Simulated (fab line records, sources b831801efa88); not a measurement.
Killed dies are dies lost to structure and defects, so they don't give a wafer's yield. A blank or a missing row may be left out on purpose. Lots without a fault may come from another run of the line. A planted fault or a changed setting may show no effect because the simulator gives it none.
fab line records | flow gf180mcu
record lots=6 wafers=18 last_day=34
route steps=602 shown V5@551 TOP_METAL@567
lots that met no fault: from a run of the same line without faults
start_h: hours from the record's first day to the start of the lot's first wafer shown | wait_h: hours since the lot's step before | " the same as in the row above | L1.1+2: a row that stands for several wafers | - no value, or no start given | * or withheld: withheld | < > ~ a bound
route shown NAME@n: a module of which the file shows steps, and the number in the route of the first | usual: mean/standard deviation of fault-free wafers | same: alike in all rows | chamber/n: place in a boat | sites: the reading at each site | _std_site: their standard deviation | _edge_site: outer sites' mean less inner sites' | radius_mm: how far each site lies from the wafer's centre | mask NAME#n: copy n | behind: the tool/chamber that last shaped the wafer | hold: why the lot was held/for how many hours/how that ended | device: the transistor (n, p or np) that didn't switch | end of line: the same wafers' tests at the end of the route | a step without rows: its recipe alone | killed: dies lost to structure and defects at the first sort, not the wafer's yield | map: a wafer's dies, x killed, . not, _ none there
set.NAME: the setting as run; set.NAME@STEP: as run at that earlier step | model.NAME: the simulator's own value behind a step, which no gauge read
lots at some steps of the route; a table a step, a row a wafer
services: from which hour (start_h, from the record's first day; less than 0 if before it) a tool's chamber was out of use, for how many hours, and why
## steps
# step GF_V5_EXPOSE_11
# recipe mask_id=Via5 target_cd_nm=260 na=0.68 source_shape=conventional sigma_outer=0.6 dose_mj=38
# step GF_V5_PEB_12
# recipe peb_temp_c=135 peb_time_s=90 resist=KrF
# step GF_V5_DEVELOP_13
# recipe develop_time_s=60 resist=KrF dev_temp_c=21
# step GF_V5_CD_MEAS_14
# recipe target_cd_nm=260
# usual cd_nm=260.0/1.6
# columns lot.wafer tool chamber start_h wait_h cd_nm
L132.1 cd_sem-02 - 625.38 0.1 262.3
L132.4 " - " " 262.7
L132.6 " - " " 263.0
L136.1 cd_sem-01 - 653.41 0.2 258.0
L136.4 " - " " 257.8
L136.6 " - " " 258.1
L146.1 cd_sem-01 - 727.38 0.1 260.1
L146.2 " - " " 259.3
L146.4 " - " " 260.0
L148.1 cd_sem-01 - 737.93 0.1 261.3
L148.5 " - " " 261.2
L148.6 " - " " 260.5
L150.1 cd_sem-02 - 746.81 0.1 261.1
L150.4 " - " " 260.1
L150.6 " - " " 260.0
L155.2 cd_sem-01 - 782.80 0.1 258.2
L155.4 " - " " 258.0
L155.6 " - " " 258.7
# step GF_V5_OVL_MEAS_15
# usual V5_OVL=-3/5.3
# columns lot.wafer tool chamber start_h wait_h V5_OVL[nm]
L132.1 overlay-01 - 625.50 0.1 -4
L132.4 " - " " 1
L132.6 " - " " -1
L136.1 overlay-01 - 653.53 0.1 -11
L136.4 " - " " -9
L136.6 " - " " -4
L146.1 overlay-02 - 727.50 0.1 3
L146.2 " - " " -2
L146.4 " - " " -1
L148.1 overlay-02 - 738.05 0.1 -11
L148.5 " - " " -2
L148.6 " - " " -10
L150.1 overlay-01 - 746.93 0.1 -5
L150.4 " - " " -5
L150.6 " - " " -7
L155.2 overlay-01 - 782.90 0.1 -2
L155.4 " - " " -13
L155.6 " - " " -4
# step GF_V5_ETCH_16
# recipe chemistry=N2/H2 target_depth_a=withheld overetch_a=withheld time_s=withheld target=BARC ion_energy_ev=200 source_w=500 bias_w=100 pressure_mtorr=30 n2_flow_sccm=100 h2_flow_sccm=200
# usual drypump_motor_current_A=5.7/0.42 n2_flow_sccm=100.00/0.28 oes_product_au=0.854/0.0049 throttle_valve_pct=13.223/0.0091
# columns lot.wafer tool chamber start_h wait_h drypump_motor_current_A n2_flow_sccm oes_product_au throttle_valve_pct
L132.1 rie_diel-03 3 625.53 0.0 5.7 100.09 0.855 13.227
L132.4 " 3 " " 5.7 100.05 0.850 13.220
L132.6 " 2 " " 4.9 100.77 0.856 13.220
L136.1 rie_diel-01 0 653.57 0.0 5.5 99.90 0.854 13.219
L136.4 " 2 " " 6.3 99.95 0.857 13.210
L136.6 " 0 " " 5.6 99.83 0.853 13.229
L146.1 rie_diel-03 0 727.53 0.0 5.8 99.87 0.856 13.236
L146.2 " 1 " " 5.1 99.42 0.853 13.219
L146.4 " 3 " " 5.6 100.02 0.844 13.225
L148.1 rie_diel-03 1 738.08 0.0 5.0 99.62 0.849 13.224
L148.5 " 1 " " 5.0 99.69 0.853 13.228
L148.6 " 3 " " 5.7 99.97 0.860 13.223
L150.1 rie_diel-04 0 746.97 0.0 6.0 99.71 0.850 13.214
L150.4 " 3 " " 5.9 100.19 0.845 13.223
L150.6 " 0 " " 6.0 99.90 0.846 13.249
L155.2 rie_diel-01 0 782.93 0.0 5.5 100.17 0.845 13.229
L155.4 " 3 " " 5.4 99.71 0.855 13.234
L155.6 " 1 " " 5.4 99.97 0.852 13.223
# step GF_V5_ETCH_17
# recipe chemistry=C4F8/O2/Ar mask_material=KrF target=SiO2 stop_on=TiN source_w=1500 bias_w=1200 pressure_mtorr=40 c4f8_flow_sccm=withheld O2_flow_sccm=6 Ar_flow_sccm=300 time_s=withheld target_depth_a=8550
# step GF_V5_STRIP_18
# recipe chemistry=O2/N2 power_w=1400 pressure_mtorr=1500 platen_temp_c=250 o2_flow_sccm=3000 n2_flow_sccm=300 overash_fraction=0.5
# usual drypump_motor_current_A=5.78/0.25 heater_power_w=348/73 n2_flow_sccm=300.1/0.94 oes_product_au=0.568/0.0054
# columns lot.wafer tool chamber start_h wait_h drypump_motor_current_A heater_power_w n2_flow_sccm oes_product_au rf_hours_counter_h
L132.1 plasma_asher-01 0 625.69 - 5.93 502 299.5 0.565 55
L132.4 " 1 " " 5.77 337 301.4 0.565 -
L132.6 " 1 " " 5.80 330 300.2 0.574 -
L136.1 plasma_asher-01 1 653.72 - 5.76 336 300.0 0.572 58
L136.4 " 1 " " 5.80 334 301.4 0.569 -
L136.6 " 1 " " 5.80 330 299.3 0.580 -
L146.1 plasma_asher-04 0 727.69 - 5.53 304 299.9 0.573 94
L146.2 " 1 " " 6.18 296 301.8 0.565 94
L146.4 " 0 " " 5.54 305 300.6 0.575 -
L148.1 plasma_asher-02 0 738.24 - 5.41 327 301.0 0.568 31
L148.5 " 0 " " 5.38 323 300.7 0.559 -
L148.6 " 1 " " 5.95 312 300.6 0.564 -
L150.1 plasma_asher-01 0 747.12 - 5.89 509 298.5 0.558 68
L150.4 " 0 " " 5.93 496 299.4 0.559 -
L150.6 " 0 " " 5.92 510 299.3 0.567 -
L155.2 plasma_asher-01 0 783.08 - 5.93 497 299.9 0.575 72
L155.4 " 1 " " 5.75 329 300.5 0.578 -
L155.6 " 1 " " 5.75 335 301.5 0.576 -
# step GF_V5_STRIP_19
# recipe chemistry=post_etch_residue_remover time_s=1200 temp_c=72.5
# step GF_V5_CLEAN_20
# recipe chemistry=DIW dry=n2_spin
# step GF_V5_SPUTTER_21
# recipe material=Ti target_thk_nm=15 chamber_pressure_pa=5 power_w=2500 substrate_temp_c=200 time_s=80.02
# usual throttle_valve_pct=30.1/0.89
# columns lot.wafer tool chamber start_h wait_h throttle_valve_pct
L132.1 pvd_sputter-04 - 626.22 0.0 29.9
L132.4 " - " " 29.8
L132.6 " - " " 29.5
L136.1 pvd_sputter-01 - 654.25 0.0 31.3
L136.4 " - " " 29.2
L136.6 " - " " 29.3
L146.1 pvd_sputter-01 - 728.23 0.0 29.0
L146.2 " - " " 31.6
L146.4 " - " " 30.3
L148.1 pvd_sputter-02 - 738.77 0.0 30.5
L148.5 " - " " 30.9
L148.6 " - " " 30.6
L150.1 pvd_sputter-02 - 747.66 0.0 30.4
L150.4 " - " " 30.5
L150.6 " - " " 30.8
L155.2 pvd_sputter-02 - 783.71 0.0 30.8
L155.4 " - " " 30.9
L155.6 " - " " 30.4
# step GF_V5_SPUTTER_22
# recipe material=TiN target_thk_nm=10 chamber_pressure_pa=5 power_w=4000 time_s=40
# usual throttle_valve_pct=30.2/0.9
# columns lot.wafer tool chamber start_h wait_h throttle_valve_pct
L132.1 pvd_sputter-04 - 626.28 0.0 29.8
L132.4 " - " " 29.8
L132.6 " - " " 29.5
L136.1 pvd_sputter-01 - 654.31 0.0 31.6
L136.4 " - " " 29.3
L136.6 " - " " 29.3
L146.1 pvd_sputter-01 - 728.29 0.0 29.2
L146.2 " - " " 31.9
L146.4 " - " " 30.7
L148.1 pvd_sputter-02 - 738.83 0.0 30.5
L148.5 " - " " 30.9
L148.6 " - " " 30.7
L150.1 pvd_sputter-02 - 747.72 0.0 30.6
L150.4 " - " " 30.2
L150.6 " - " " 30.3
L155.2 pvd_sputter-02 - 783.77 0.0 30.9
L155.4 " - " " 31.1
L155.6 " - " " 30.6
# step GF_V5_CVD_23
# recipe material=W target_thk_nm=350 time_s=104.9 temp_c=400 pressure_torr=40
# usual chamber_pressure_Torr=40.00/0.088 heater_power_w=839/70
# columns lot.wafer tool chamber start_h wait_h chamber_pressure_Torr heater_power_w model.W_of_V5_CVD_23.thk_nm
L132.1 cvd_w-01 0 626.32 0.0 40.03 857 352.7
L132.4 " 0 " " 40.10 849 350
L132.6 " 1 " " 40.01 747 350.3
L136.1 cvd_w-01 1 654.35 0.0 40.00 720 359.7
L136.4 " 0 " " 40.03 866 357.5
L136.6 " 0 " " 39.98 871 355.3
L146.1 cvd_w-01 0 728.33 0.0 40.01 865 347.8
L146.2 " 1 " " 23.64 725 270.3
L146.4 " 1 " " 23.64 733 268.6
L148.1 cvd_w-01 0 738.87 0.0 39.92 845 352.9
L148.5 " 0 " " 40.02 856 355.3
L148.6 " 1 " " 23.44 722 269.2
L150.1 cvd_w-02 0 747.76 0.0 40.03 897 351.3
L150.4 " 0 " " 39.94 909 347.2
L150.6 " 1 " " 39.99 884 344.5
L155.2 cvd_w-02 1 783.81 0.0 40.01 868 344.5
L155.4 " 0 " " 40.11 889 347.5
L155.6 " 0 " " 40.05 902 351.6
# step GF_V5_RS_MEAS_24
# recipe thk_meas_gauge=four-point-probe reads=W_of_V5_CVD_23+TiN_of_V5_SPUTTER_22+Ti_of_V5_SPUTTER_21
# usual V5_W_RS=0.329/0.0039
# columns lot.wafer tool chamber start_h wait_h V5_W_RS[ohm/sq]
L132.1 film_metro-04 - 626.43 0.1 0.325
L132.4 " - " " 0.327
L132.6 " - " " 0.327
L136.1 film_metro-02 - 654.47 0.1 0.318
L136.4 " - " " 0.321
L136.6 " - " " 0.322
L146.1 film_metro-03 - 728.44 0.1 0.330
L146.2 " - " " 0.425
L146.4 " - " " 0.427
L148.1 film_metro-04 - 738.98 0.1 0.325
L148.5 " - " " 0.323
L148.6 " - " " 0.427
L150.1 film_metro-02 - 747.87 0.1 0.327
L150.4 " - " " 0.330
L150.6 " - " " 0.333
L155.2 film_metro-02 - 783.94 0.1 0.333
L155.4 " - " " 0.330
L155.6 " - " " 0.327
# step GF_V5_THK_MEAS_25
# recipe thk_meas_gauge=xrf reads=W_of_V5_CVD_23
# usual V5_W_THK=357/6.9
# columns lot.wafer tool chamber start_h wait_h V5_W_THK[nm]
L132.1 film_metro-04 - 626.55 0.1 357
L132.4 " - " " 351
L132.6 " - " " 353
L136.1 film_metro-02 - 654.59 0.1 361
L136.4 " - " " 361
L136.6 " - " " 359
L146.1 film_metro-03 - 728.56 0.1 363
L146.2 " - " " 281
L146.4 " - " " 279
L148.1 film_metro-04 - 739.10 0.1 360
L148.5 " - " " 362
L148.6 " - " " 274
L150.1 film_metro-02 - 747.99 0.1 358
L150.4 " - " " 352
L150.6 " - " " 352
L155.2 film_metro-02 - 784.05 0.1 351
L155.4 " - " " 352
L155.6 " - " " 359
# step GF_V5_CMP_26
# recipe stop_on=SiO2 down_force_psi=3.5 platen_rpm=60 t_overpolish_s=13.53 target_thk_nm=0 pad_velocity_m_s=0.94248
# usual motor_current_A=10.5/1.1 slurry_filter_dp_kPa=13.51/0.14 time_to_endpoint_s=86/5.3
# columns lot.wafer tool chamber start_h wait_h motor_current_A slurry_filter_dp_kPa time_to_endpoint_s
L132.1 cmp-02 1 626.66 0.1 12.7 13.39 89
L132.4 " 2 " " 11.7 13.45 86
L132.6 " 1 " " 12.6 13.51 85
L136.4 cmp-02 3 654.70 0.1 10.2 13.50 87
L136.1 " 1 " " 12.3 13.70 91
L136.6 " 2 " " 11.0 13.54 95
L146.1 cmp-02 2 728.62 0.1 11.0 13.68 93
L146.4 " 3 " " 9.8 13.61 64
L146.2 " 1 " " 12.9 13.67 68
L148.1 cmp-01 2 739.35 0.2 10.9 13.51 81
L148.5 " 1 " " 9.0 13.39 81
L148.6 " 2 " " 11.4 13.50 63
L150.1 cmp-02 2 748.53 0.5 10.9 13.50 95
L150.4 " 0 " " 10.0 13.64 79
L150.6 " 3 " " 8.9 13.54 86
L155.2 cmp-01 2 784.10 0.0 11.5 13.31 86
L155.4 " 1 " " 8.7 13.36 83
L155.6 " 2 " " 11.0 13.42 83
# step GF_TOP_METAL_SPUTTER_00
# recipe material=Ti target_thk_nm=37.5 arriving_ion_energy_ev=80 substrate_temp_c=200 chamber_pressure_pa=2 power_w=4000 time_s=150
# usual throttle_valve_pct=30.3/1.1
# columns lot.wafer tool chamber start_h wait_h throttle_valve_pct
L132.1 pvd_sputter-03 - 626.91 0.2 30.9
L132.4 " - " " 31.0
L132.6 " - " " 27.6
L136.1 pvd_sputter-03 - 654.95 0.1 30.9
L136.4 " - " " 31.0
L136.6 " - " " 30.8
L146.1 pvd_sputter-03 - 728.92 0.2 30.8
L146.2 " - " " 30.9
L146.4 " - " " 27.8
L148.1 pvd_sputter-03 - 739.60 0.2 30.8
L148.5 " - " " 30.8
L148.6 " - " " 30.8
L150.1 pvd_sputter-03 - 748.83 0.2 27.9
L150.4 " - " " 30.8
L150.6 " - " " 30.9
L155.2 pvd_sputter-02 - 784.40 0.2 30.8
L155.4 " - " " 30.9
L155.6 " - " " 30.6
## services
# columns tool chamber start_h hours kind
cmp-01 - 619.32 0.6 repair
rie_diel-03 1 619.96 13.2 repair
cmp-02 - 632.87 1.6 repair
cvd_w-02 - 641.42 14.6 pm
cmp-01 - 653.56 1.9 repair
pvd_sputter-04 - 661.15 1.5 repair
rie_diel-01 2 666.38 5.3 repair
cmp-01 - 666.61 0.8 repair
cmp-01 - 673.16 4.5 pm
pvd_sputter-03 - 682.10 0.7 repair
rie_diel-03 0 685.30 3.3 repair
cmp-02 - 686.41 0.8 repair
pvd_sputter-02 - 694.58 0.7 repair
pvd_sputter-03 - 703.91 1.9 repair
cvd_w-01 0 719.52 2.1 repair
pvd_sputter-01 - 730.75 80.6 repair
cmp-02 - 732.85 0.5 repair
cmp-02 - 735.02 5.6 pm
rie_diel-03 0 737.97 2.7 repair
cmp-02 - 742.70 0.9 repair
pvd_sputter-01 - 750.15 0.5 repair
cmp-02 - 759.58 1.6 repair
rie_diel-03 2 780.59 16.4 repair
cmp-02 - 780.81 2.4 repair
## key
first_sign step=GF_V5_CVD_23 reading=chamber_pressure_Torr direction=down sigmas=99+ usual=40.00 struck=23.57
effect step=GF_V5_RS_MEAS_24 reading=V5_W_RS direction=up sigmas=25 usual=0.329 struck=0.426
effect step=GF_V5_THK_MEAS_25 reading=V5_W_THK direction=down sigmas=11 usual=357 struck=278
effect step=GF_V5_CMP_26 reading=time_to_endpoint_s direction=down sigmas=4 usual=* struck=*
model_effect step=GF_V5_CVD_23 value=W_of_V5_CVD_23.thk_nm without=351 struck=269.3
met_at GF_V5_CVD_23
struck_wafers L146.2,L146.4,L148.6
onset_between 654.35 728.33
fault kind=process_parameter_drift tool=cvd_w-01 chamber=1 onset_h=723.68 steps=GF_V5_CVD_23 channel=pressure_torr offset=-16.487 shape=step end_h=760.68 acts_in=these_recipes_only stated=40
